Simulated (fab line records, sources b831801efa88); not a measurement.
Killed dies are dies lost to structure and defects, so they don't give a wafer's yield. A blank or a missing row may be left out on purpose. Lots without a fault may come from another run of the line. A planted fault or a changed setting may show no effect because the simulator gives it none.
Which tool did it? | flow sky130 | 7 lots, 21 wafers sampled, at 2 steps of a route of 708

WHAT THE GAUGES READ, wafer by wafer
SKY_VT_ADJUST_HVTR_TW_MEAS_11.
lot  | measured     | on            | VT_ADJUST_HVTR_TW
L572 | day 9 14:50  | film_metro-01 | 205.8 204.0 206.1
L574 | day 10 06:59 | film_metro-01 | 206.0 204.9 205.0
L576 | day 10 20:47 | film_metro-04 | 212.8 212.6 213.0
L578 | day 11 05:50 | film_metro-03 | 211.2 212.0 212.3
L585 | day 13 12:38 | film_metro-01 | 221.4 220.2 221.0
L589 | day 14 21:59 | film_metro-01 | 208.1 207.9 207.3
L592 | day 16 02:01 | film_metro-01 | 209.7 210.5 210.4

WHICH TOOL RAN EACH LOT (tool, then ch and the chambers of the sampled wafers, then the start)
lot  | SKY_VT_ADJUST_HVTR_IMPLANT_09
L572 | implanter-01 ch 0, day 9 14:37
L574 | implanter-01 ch 0, day 10 06:44
L576 | implanter-02 ch 0, day 10 20:34
L578 | implanter-02 ch 0, day 11 05:38
L585 | implanter-02 ch 0, day 13 12:25
L589 | implanter-01 ch 0, day 14 21:46
L592 | implanter-01 ch 0, day 16 01:48
- SKY_VT_ADJUST_HVTR_IMPLANT_09

THE ANSWER, worked out from the rows above alone
Rule: what is usual is taken from the lots themselves. Put in order of their means at a reading, lots are off if they are a third of the lots or fewer, leave a main group of 4 or more, and stand apart from it by a gap of 3 or more times the standard deviation of the main group's means; of several such gaps the widest counts. A main group whose means are all the same, to the digits that the tables above print for the reading, isn't used. A lot without any number at a reading at which 4 lots or more have one is off too. The other lots that the step has rows for count as sound.
No lot is off at any reading shown: from this, nothing can be told.

WHAT THE SIMULATOR HAD PUT IN
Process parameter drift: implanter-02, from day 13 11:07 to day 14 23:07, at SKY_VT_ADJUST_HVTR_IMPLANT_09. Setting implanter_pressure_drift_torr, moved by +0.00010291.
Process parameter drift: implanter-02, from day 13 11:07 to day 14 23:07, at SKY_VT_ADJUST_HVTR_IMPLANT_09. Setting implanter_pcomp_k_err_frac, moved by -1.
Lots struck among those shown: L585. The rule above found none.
